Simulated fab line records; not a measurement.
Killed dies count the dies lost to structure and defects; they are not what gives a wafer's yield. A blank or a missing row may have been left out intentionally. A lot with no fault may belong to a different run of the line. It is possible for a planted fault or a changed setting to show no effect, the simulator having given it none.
Chamber matching :: flow gf180mcu :: 3 sister chambers for GF_CONTACT_CVD_02 on pecvd-01
The step deposits SiO2 from TEOS, target thk 860 nm, time 95.992 s. 3 wafers are shown with their chamber, then 7 later ones without.

== WAFERS PAIRED WITH THEIR CHAMBERS ==
wafer: L506.3
chamber: 0
heater_power_w (W): 855

wafer: L507.3
chamber: 2
heater_power_w (W): 756

wafer: L507.4
chamber: 1
heater_power_w (W): 889

== WAFERS MISSING THEIR CHAMBER ==
wafer: L507.6
heater_power_w (W): 713

wafer: L516.3
heater_power_w (W): 776

wafer: L516.4
heater_power_w (W): 856

wafer: L516.6
heater_power_w (W): 761

wafer: L520.3
heater_power_w (W): 655

wafer: L520.4
heater_power_w (W): 917

wafer: L520.6
heater_power_w (W): 723

== EACH ONE'S CHAMBER ==
wafer: L507.6
from the rows above: 2
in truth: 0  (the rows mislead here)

wafer: L516.3
from the rows above: can't be placed: 2 or 0
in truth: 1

wafer: L516.4
from the rows above: can't be placed: 0 or 1
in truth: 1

wafer: L516.6
from the rows above: can't be placed: 2 or 0
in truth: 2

wafer: L520.3
from the rows above: 2
in truth: 2

wafer: L520.4
from the rows above: can't be placed: 1 or 0
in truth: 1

wafer: L520.6
from the rows above: 2
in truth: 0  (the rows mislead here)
Correctly placed: 1 of 7. From these rows, 4 cannot be placed; in 3 the true chamber is one of the candidates. Number placed wrongly: 2.
How it was worked out, from the rows above alone: a wafer's distance from a chamber is the root of the sum, over the readings, of the square of ((its reading less the chamber's mean) divided by the reading's scatter). The wafer belongs to the nearest chamber; if the next one is less than 2 further off, it can't be placed. For every chamber, the mean is computed from those of its wafers that are shown. The scatter (one wafer shown for each chamber): square how far every hidden wafer sits from the nearest shown wafer, average those squares and take the square root.
